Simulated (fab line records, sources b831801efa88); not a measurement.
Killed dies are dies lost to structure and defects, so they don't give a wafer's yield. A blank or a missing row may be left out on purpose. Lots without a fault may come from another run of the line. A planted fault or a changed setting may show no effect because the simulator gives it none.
Problem report in the 8D (eight disciplines) form, filled by code | flow sky130 | the parts of the form that need people (team, actions taken, sign-off) are left out

1. THE PROBLEM
bias_w at SKY_SONOS_ONO_ETCH_15 reads a mean of 241.2 W on 1 wafer of 1 lot; wafers without a fault read 200.0 W with a standard deviation of 0.57. That is +72 standard deviations from the usual mean.
The step: etches the open film in CHF3/O2, target depth 19.52 nm, time 7.8 s.
First seen on wafer L543.4, day 20 04:42, on rie_diel-02. The record holds 39 wafers of 13 lots with a number at this step. Rule for "out", or "out of limits": more than 4 standard deviations from the usual mean. The other wafers with a number count as sound.

2. WHAT IT IS AND WHAT IT IS NOT
question                    | is                | is not
which readings at this step | bias_w            | drypump_motor_current_A, throttle_valve_pct
which lots                  | L543              | L522, L523, L524, L525, L526, L529, L530, L531, L532, L533, L534, L544
which wafers of those lots  | L543.4            | L543.3, L543.5
read on which tools         | rie_diel-02       | rie_diel-01, rie_diel-03
when                        | from day 20 04:42 | up to then (35 sound wafers); but 3 sound wafers of L544 came after

3. SUSPECTS, AND WHAT RULES EACH OUT
Counting: a tool at a process step up to the reading stays a suspect if it ran every lot that is out. Sound lots after the first of them don't rule it out here, since some wafers of a struck lot are sound.
- rie_diel-02 at SKY_SONOS_ONO_ETCH_15 (etches the open film in CHF3/O2, target depth 19.52 nm, time 7.8 s): kept. It ran the lot that is out, L543 (day 20 04:42); its last sound lot up to then is L534 (day 17 04:36). Its own readings are out on those wafers: bias_w.
- Within rie_diel-02 at SKY_SONOS_ONO_ETCH_15: the wafers that are out ran in chamber 3; their sound lot-mates ran in chamber 1.
Left after counting: rie_diel-02 at SKY_SONOS_ONO_ETCH_15.

4. THE CAUSE (what the simulator had put in)
Process parameter drift: rie_diel-02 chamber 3, from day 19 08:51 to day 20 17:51, at SKY_SONOS_ONO_ETCH_15. Setting bias_w, moved by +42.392, from 200. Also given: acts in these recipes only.
Counting left only this tool.

5. THE CHAIN OF EFFECTS, in route order
Each row: a reading whose mean over the struck wafers that have a number lies more than 3 standard deviations from the usual. Only readings for which the record gives a usual standard deviation are gone through. hours: the time from each lot's start at the first step in this table that gives one to its start at this step, as a median over the lots. sigmas: the change in usual standard deviations.
hours | step                  | reading | usual   | on struck wafers | change | sigmas
0     | SKY_SONOS_ONO_ETCH_15 | bias_w  | 200.0 W | 241.2            | +41.2  | +72
The process steps in it:
- SKY_SONOS_ONO_ETCH_15: etches the open film in CHF3/O2, target depth 19.52 nm, time 7.8 s.

6. WHAT WOULD HAVE CAUGHT IT SOONER
In this record the first reading out of limits was taken at day 20 04:42, 20 hours after the fault began at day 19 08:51.
